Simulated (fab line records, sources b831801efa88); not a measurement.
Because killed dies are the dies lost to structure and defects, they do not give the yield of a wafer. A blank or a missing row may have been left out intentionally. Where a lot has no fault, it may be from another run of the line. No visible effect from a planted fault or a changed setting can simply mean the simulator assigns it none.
A lot that was struck, set against a sound lot -- flow sfq-line -- 21 out of 325 route steps
Sound: the wafers L470.2, L470.3, L470.5. Struck: wafer L489.1. (L489.2, L489.3 of the same lot were not struck and are left out.) The cause comes at the end.
For every step that has rows: the tool of each side, followed by ch and its chambers, followed by its first start. Under that, the readings that differ: sound wafers -- struck wafers -- difference of the means -- sigmas: that difference in standard deviations of wafers without a fault.
alike: readings with means less than 2 such deviations apart, plus words and numbers identical on both sides. not compared: withheld readings, readings lacking a value on some wafer, bounds such as >300 that could conceal the same value, and numbers that have no deviation in the record and whose values overlap.
A row with sigmas, a row that says differs or no value, or rows on one side alone: a step with any of these is where the two part. Numbers that don't overlap but have no deviation are shown without sigmas and don't part them. A reading missing from all wafers of one side parts the sides only when that side holds two or more wafers.

SFQ_L0_THK_MEAS_902: measures by xrf.
  sound on film-metro-02 at day 2 08:41; struck on film-metro-02 at day 6 07:41
  alike: L0_MONX_KI_THK
then, 6 steps without rows for these wafers: SFQ_TRILAYER_L0_LITHO_COAT_010 (resist thk 62 nm); SFQ_TRILAYER_L0_LITHO_COAT_005 (resist thk 600 nm); SFQ_TRILAYER_L0_LITHO_SOFTBAKE_009; SFQ_TRILAYER_L0_LITHO_EXPOSE_006 (exposes mask L0, target cd 2000 nm); SFQ_TRILAYER_L0_LITHO_PEB_008 (peb time 60 s); SFQ_TRILAYER_L0_LITHO_DEVELOP_007 (time 60 s).
-- the record jumps here: 3 days lie between the struck wafers' starts before and after --
SFQ_TRILAYER_L0_BARC_OPEN_METAL_ETCH_010: etches BARC in O2, target depth 125 nm, time 41.7 s.
  sound on rie-metal-03 ch 0,1, day 5 06:37; struck on rie-metal-01 ch 1, day 9 15:08
  alike: drypump-motor-current-A, oes-product-au
  not compared: rf-hours-counter-h
SFQ_TRILAYER_L0_ETCH_METAL_ETCH_008: etches MoNx KI in SF6/O2, stops on SiO2, target depth 50 nm, time 25 s.
  sound on rie-metal-03 ch 0,1, day 5 06:40; struck on rie-metal-01 ch 1, day 9 15:11
  alike: drypump-motor-current-A, oes-product-au
  not compared: rf-hours-counter-h
SFQ_TRILAYER_L0_STRIP_STRIP_009: strips in O2.
  sound on rie-metal-03 ch 0,1, day 5 06:43; struck on rie-metal-01 ch 1, day 9 15:14
  alike: drypump-motor-current-A, oes-product-au
  not compared: rf-hours-counter-h
then, 1 step without rows for these wafers: SFQ_TRILAYER_L0_STRIP_SOLV_CLEAN_010 (cleans in NMP, time 600 s).
SFQ_TRILAYER_L0_CAP_PECVD_011: deposits SiO2 from SiH4/N2O, time 13.333 s, target thk 60 nm.
  sound on pecvd-02 ch 0,1,2, day 5 07:29; struck on pecvd-03 ch 2, day 9 16:01
  alike: heater-power-w, throttle-valve-pct
SFQ_TRILAYER_L0_VIA_LITHO_COAT_018: resist thk 62 nm.
  sound on litho-track-02 ch 0, day 5 07:34; struck on litho-track-02 ch 0, day 9 16:02
reading,sound,struck,difference,sigmas
model.BARC_of_TRILAYER_L0_VIA_LITHO_COAT_018.thk-nm (nm),61.62 61.61 61.56,64.37,+2.77,
then, 5 steps without rows for these wafers: SFQ_TRILAYER_L0_VIA_LITHO_COAT_013 (resist thk 650 nm); SFQ_TRILAYER_L0_VIA_LITHO_SOFTBAKE_017; SFQ_TRILAYER_L0_VIA_LITHO_EXPOSE_014 (exposes mask L0V, target cd 700 nm); SFQ_TRILAYER_L0_VIA_LITHO_PEB_016 (peb time 60 s); SFQ_TRILAYER_L0_VIA_LITHO_DEVELOP_015 (time 60 s).
-- the record jumps here: 3 days lie between the struck wafers' starts before and after --
SFQ_L0V_OVL_MEAS_903:
  sound on overlay-01 at day 8 12:44; struck on overlay-02 at day 13 03:53
  alike: L0V_OVL
SFQ_TRILAYER_L0_VIA_BARC_OPEN_VIA_ETCH_021: etches BARC in O2, target depth 125 nm, time 41.7 s.
  sound on rie-diel-04 ch 0,2,3, day 8 12:46; struck on rie-diel-02 ch 2, day 13 03:55
reading,sound,struck,difference,sigmas
oes-product-au (a.u.),0.676 0.688 0.688,0.700,+0.016,+3
model.etch.depth-nm (nm),61.62 61.61 61.56,64.37,+2.77,
  alike: drypump-motor-current-A
  not compared: rf-hours-counter-h
SFQ_TRILAYER_L0_VIA_ETCH_VIA_ETCH_016: etches SiO2 in CHF3, stops on MoNx KI, target depth 80 nm.
  sound on rie-diel-04 ch 0,2,3, day 8 12:49; struck on rie-diel-02 ch 2, day 13 03:58
  alike: drypump-motor-current-A, oes-product-au

== WHERE THEY PART ==
Within this record, at SFQ_TRILAYER_L0_VIA_BARC_OPEN_VIA_ETCH_021 only. Later steps at which nothing parts them and some readings are alike: SFQ_TRILAYER_L0_VIA_ETCH_VIA_ETCH_016.

WHY: what the simulator had put in
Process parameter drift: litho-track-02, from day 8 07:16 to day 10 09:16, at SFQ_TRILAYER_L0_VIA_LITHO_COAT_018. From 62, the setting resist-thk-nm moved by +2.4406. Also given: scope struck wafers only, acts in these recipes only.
